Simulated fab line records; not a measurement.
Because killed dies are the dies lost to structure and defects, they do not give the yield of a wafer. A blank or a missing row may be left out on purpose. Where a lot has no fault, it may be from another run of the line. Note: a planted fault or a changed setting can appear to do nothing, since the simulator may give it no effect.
Which tool was responsible? -- flow gf180mcu -- 18 wafers from 6 lots sampled at 3 of the route's 602 steps

## WHAT THE GAUGES READ, wafer by wafer
GF_CONTACT_THK_MEAS_03.
lot,measured,on,CONTACT_CVD_02_THK (nm)
L950,day 15 12:47,film-metro-03,865 850 861
L959,day 18 20:24,film-metro-02,844 860 390
L964,day 20 18:38,film-metro-02,840 857 853
L966,day 21 11:29,film-metro-02,858 873 865
L970,day 22 20:13,film-metro-03,863 857 853
L972,day 23 06:47,film-metro-02,851 864 866

## EACH LOT AND THE TOOL THAT RAN IT (in order: tool; ch and the chambers of the sampled wafers; start)
lot,GF_HV_LDD_ETCHBACK_58,GF_CONTACT_CVD_02
L950,"rie-diel-01 ch 0,1,2, day 12 20:37","pecvd-03 ch 0,1,2, day 15 12:42"
L959,"rie-diel-02 ch 1,2, day 15 20:52","pecvd-04 ch 0,2, day 18 20:19"
L964,"rie-diel-02 ch 1,2, day 17 16:39","pecvd-03 ch 0,2, day 20 18:31"
L966,"rie-diel-01 ch 0,1,3, day 18 09:29","pecvd-03 ch 1,2, day 21 11:23"
L970,"rie-diel-02 ch 0,2,3, day 19 18:53","pecvd-04 ch 0,1,2, day 22 20:10"
L972,"rie-diel-01 ch 0,2, day 20 05:37","pecvd-03 ch 1,2, day 23 06:43"
- GF_HV_LDD_ETCHBACK_58: etches Si3N4 in CH3F/O2, stops on SiO2, time 100 s, target depth 90 nm.
- GF_CONTACT_CVD_02: deposits SiO2 from TEOS, target thk 860 nm, time 95.992 s.

## THE ANSWER, worked out from the rows above alone
Rule: what is usual is taken from the lots themselves. The widest of any qualifying gaps counts: lots, ordered by their means at a reading, are off when they make up no more than a third of the lots, leave a main group of 4 or more, and stand apart from it by 3 or more times the standard deviation of that group's means. Not used: any main group whose means are identical at the precision the tables above print for the reading. Also off: a lot with no number at a reading for which 4 or more lots have one. All remaining lots with rows at the step are treated as sound.
Off: L959, seen at GF_CONTACT_THK_MEAS_03 (CONTACT_CVD_02_THK). The main group has a mean of 858 nm with a standard deviation of 5.
If a tool, at a process step before that reading, ran all the lots that are off and no sound lot after the first of them, it fits. Gauges at GF_CONTACT_THK_MEAS_03: tried the same way as those tools. No candidate that was tried fits.

## WHAT WAS PUT IN BY THE SIMULATOR
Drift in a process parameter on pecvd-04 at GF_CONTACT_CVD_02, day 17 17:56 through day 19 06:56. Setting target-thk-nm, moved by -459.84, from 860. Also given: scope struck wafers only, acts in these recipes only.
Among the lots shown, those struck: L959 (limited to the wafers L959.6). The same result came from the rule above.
